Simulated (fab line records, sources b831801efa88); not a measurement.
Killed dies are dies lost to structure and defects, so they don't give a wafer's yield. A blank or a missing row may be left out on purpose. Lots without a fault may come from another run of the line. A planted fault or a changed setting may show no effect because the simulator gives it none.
Which tool did it? | flow sky130 | 7 lots, 21 wafers sampled, at 1 step of a route of 708

WHAT THE GAUGES READ, wafer by wafer
SKY_VT_ADJUST_HVTR_CD_MEAS_07: target cd 380 nm.
lot  | measured     | on        | cd_nm (nm)
L650 | day 9 18:09  | cd_sem-02 | 382.6 383.9 382.1
L652 | day 10 09:27 | cd_sem-01 | 382.6 383.6 382.4
L657 | day 11 22:16 | cd_sem-01 | 383.3 383.6 382.7
L665 | day 14 13:16 | cd_sem-02 | 378.6 380.1 380.6
L668 | day 15 03:57 | cd_sem-02 | 379.1 379.3 383.0
L670 | day 15 21:36 | cd_sem-02 | 387.0 383.1 382.6
L672 | day 16 16:19 | cd_sem-01 | 375.5 376.8 374.3

WHICH TOOL RAN EACH LOT (tool, then ch and the chambers of the sampled wafers, then the start)
The record holds no process step before these readings.

THE ANSWER, worked out from the rows above alone
Rule: what is usual is taken from the lots themselves. Put in order of their means at a reading, lots are off if they are a third of the lots or fewer, leave a main group of 4 or more, and stand apart from it by a gap of 3 or more times the standard deviation of the main group's means; of several such gaps the widest counts. A main group whose means are all the same, to the digits that the tables above print for the reading, isn't used. A lot without any number at a reading at which 4 lots or more have one is off too. The other lots that the step has rows for count as sound.
No lot is off at any reading shown: from this, nothing can be told.

WHAT THE SIMULATOR HAD PUT IN
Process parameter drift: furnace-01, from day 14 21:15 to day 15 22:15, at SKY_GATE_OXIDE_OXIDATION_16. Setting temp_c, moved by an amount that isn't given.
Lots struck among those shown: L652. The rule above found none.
